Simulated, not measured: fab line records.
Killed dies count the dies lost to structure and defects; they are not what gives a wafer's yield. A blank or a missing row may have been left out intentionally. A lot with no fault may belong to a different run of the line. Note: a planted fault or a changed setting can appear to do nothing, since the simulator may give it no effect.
Which of the tools did it? | flow gf180mcu | 12 lots with 36 wafers sampled at 5 steps, on a route of 602 steps

== WHAT EACH GAUGE READ, for each wafer ==
GF_MIM_THK_MEAS_06.
lot  | measured     | on            | MIM_CVD_05_THK (nm)
L562 | day 24 17:34 | film-metro-01 | 42.1 42.6 42.6
L563 | day 25 00:39 | film-metro-02 | 41.6 42.8 42.1
L564 | day 25 02:37 | film-metro-01 | 41.4 41.9 41.2
L565 | day 25 17:26 | film-metro-03 | 41.9 42.1 41.8
L566 | day 25 19:15 | film-metro-02 | 42.1 41.7 42.1
L569 | day 27 07:25 | film-metro-01 | 45.6 42.4 46.3
L577 | day 29 09:43 | film-metro-03 | 42.0 42.4 42.5
L580 | day 29 23:14 | film-metro-01 | 41.3 41.9 42.3
L581 | day 30 13:28 | film-metro-01 | 41.2 41.9 41.9
L583 | day 30 20:02 | film-metro-02 | 41.5 41.5 42.5
L584 | day 31 02:27 | film-metro-02 | 42.3 41.9 42.6
L585 | day 31 09:32 | film-metro-01 | 42.1 42.7 42.8

== TOOL THAT RAN EACH LOT (tool first, then ch and the chambers of the sampled wafers, then the start) ==
lot  | GF_V4_SPUTTER_21             | GF_MIM_SPUTTER_02            | GF_MIM_SPUTTER_03            | GF_MIM_CVD_05
L562 | pvd-sputter-02, day 24 16:37 | pvd-sputter-01, day 24 17:26 | pvd-sputter-01, day 24 17:28 | pecvd-03 ch 0,2, day 24 17:31
L563 | pvd-sputter-04, day 24 23:42 | pvd-sputter-03, day 25 00:31 | pvd-sputter-03, day 25 00:33 | pecvd-03 ch 0,1, day 25 00:37
L564 | pvd-sputter-04, day 25 01:39 | pvd-sputter-01, day 25 02:28 | pvd-sputter-01, day 25 02:30 | pecvd-01 ch 0,1,2, day 25 02:34
L565 | pvd-sputter-03, day 25 16:22 | pvd-sputter-02, day 25 17:18 | pvd-sputter-02, day 25 17:20 | pecvd-02 ch 1,2, day 25 17:23
L566 | pvd-sputter-02, day 25 18:19 | pvd-sputter-02, day 25 19:08 | pvd-sputter-02, day 25 19:10 | pecvd-03 ch 0,1,2, day 25 19:13
L569 | pvd-sputter-03, day 27 06:27 | pvd-sputter-01, day 27 07:17 | pvd-sputter-01, day 27 07:19 | pecvd-03 ch 0,1, day 27 07:23
L577 | pvd-sputter-03, day 29 08:47 | pvd-sputter-03, day 29 09:36 | pvd-sputter-03, day 29 09:38 | pecvd-02 ch 0,1,2, day 29 09:41
L580 | pvd-sputter-02, day 29 22:17 | pvd-sputter-03, day 29 23:07 | pvd-sputter-03, day 29 23:08 | pecvd-02 ch 1,2, day 29 23:12
L581 | pvd-sputter-04, day 30 12:06 | pvd-sputter-03, day 30 13:19 | pvd-sputter-03, day 30 13:21 | pecvd-02 ch 0,1,2, day 30 13:25
L583 | pvd-sputter-03, day 30 18:55 | pvd-sputter-03, day 30 19:55 | pvd-sputter-03, day 30 19:56 | pecvd-01 ch 0,1,2, day 30 20:00
L584 | pvd-sputter-02, day 31 01:21 | pvd-sputter-01, day 31 02:20 | pvd-sputter-01, day 31 02:22 | pecvd-01 ch 0,1,2, day 31 02:25
L585 | pvd-sputter-02, day 31 08:34 | pvd-sputter-01, day 31 09:23 | pvd-sputter-01, day 31 09:25 | pecvd-02 ch 0,2, day 31 09:29
- GF_V4_SPUTTER_21: material Ti, target thk 15 nm, time 80.02 s.
- GF_MIM_SPUTTER_02: material AlCu, target thk 450 nm, time 23.9 s.
- GF_MIM_SPUTTER_03: material Ti, target thk 10 nm, time 6.7 s.
- GF_MIM_CVD_05: deposits Si3N4, target thk 42 nm, time 29.086 s.

== WHAT THE TOOLS THEMSELVES READ (means of the sampled wafers that have a number; where no wafer has one, the mark that the record gives instead) ==
GF_V4_SPUTTER_21.
lot  | tool           | throttle-valve-pct (%)
L562 | pvd-sputter-02 | 31.6
L563 | pvd-sputter-04 | 30.3
L564 | pvd-sputter-04 | 29.2
L565 | pvd-sputter-03 | 30.0
L566 | pvd-sputter-02 | 31.3
L569 | pvd-sputter-03 | 30.4
L577 | pvd-sputter-03 | 28.9
L580 | pvd-sputter-02 | 30.6
L581 | pvd-sputter-04 | 29.5
L583 | pvd-sputter-03 | 29.9
L584 | pvd-sputter-02 | 30.9
L585 | pvd-sputter-02 | 29.8

GF_MIM_SPUTTER_02.
lot  | tool           | throttle-valve-pct (%)
L562 | pvd-sputter-01 | 29.3
L563 | pvd-sputter-03 | 31.5
L564 | pvd-sputter-01 | 29.4
L565 | pvd-sputter-02 | 31.6
L566 | pvd-sputter-02 | 31.2
L569 | pvd-sputter-01 | 29.7
L577 | pvd-sputter-03 | 31.3
L580 | pvd-sputter-03 | 30.1
L581 | pvd-sputter-03 | 31.1
L583 | pvd-sputter-03 | 29.8
L584 | pvd-sputter-01 | 30.3
L585 | pvd-sputter-01 | 30.1

GF_MIM_SPUTTER_03.
lot  | tool           | throttle-valve-pct (%)
L562 | pvd-sputter-01 | 29.5
L563 | pvd-sputter-03 | 31.5
L564 | pvd-sputter-01 | 29.4
L565 | pvd-sputter-02 | 31.5
L566 | pvd-sputter-02 | 31.1
L569 | pvd-sputter-01 | 29.7
L577 | pvd-sputter-03 | 31.4
L580 | pvd-sputter-03 | 30.2
L581 | pvd-sputter-03 | 31.1
L583 | pvd-sputter-03 | 29.9
L584 | pvd-sputter-01 | 30.3
L585 | pvd-sputter-01 | 30.0

GF_MIM_CVD_05.
lot  | tool     | heater-power-w (W)
L562 | pecvd-03 | 669
L563 | pecvd-03 | 639
L564 | pecvd-01 | 680
L565 | pecvd-02 | 599
L566 | pecvd-03 | 679
L569 | pecvd-03 | 631
L577 | pecvd-02 | 570
L580 | pecvd-02 | 626
L581 | pecvd-02 | 601
L583 | pecvd-01 | 705
L584 | pecvd-01 | 705
L585 | pecvd-02 | 573

== THE ANSWER, worked out from the rows above alone ==
Rule: what is usual is taken from the lots themselves. The widest of any qualifying gaps counts: lots, ordered by their means at a reading, are off when they make up no more than a third of the lots, leave a main group of 4 or more, and stand apart from it by 3 or more times the standard deviation of that group's means. A main group is skipped when, at the precision printed for the reading in the tables above, its means are all equal. Also off: a lot with no number at a reading for which 4 or more lots have one. Any other lot the step has rows for is counted as sound. After the gauges, taken in route order, come the tools' own readings; for these a lot's mean is taken, as printed above. The first step at which some lot is off is used, and at that step the reading that is off furthest; a lot without a number counts as furthest.
Off: L569, seen at GF_MIM_THK_MEAS_06 (MIM_CVD_05_THK). For the main group the mean is 42.0 nm and the standard deviation 0.31.
If a tool, at a process step before that reading, ran all the lots that are off and no sound lot after the first of them, it fits. Gauges at GF_MIM_THK_MEAS_06: tried the same way as those tools. One fits: GF_MIM_CVD_05 on pecvd-03. A fault onset in the window from L566 (day 25 19:13, its last sound lot) to L569 (day 27 07:23, its first lot off) fits.

== WHAT WAS PUT IN BY THE SIMULATOR ==
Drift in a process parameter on pecvd-03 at GF_MIM_CVD_05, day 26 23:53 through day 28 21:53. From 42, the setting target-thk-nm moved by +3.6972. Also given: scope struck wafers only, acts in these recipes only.
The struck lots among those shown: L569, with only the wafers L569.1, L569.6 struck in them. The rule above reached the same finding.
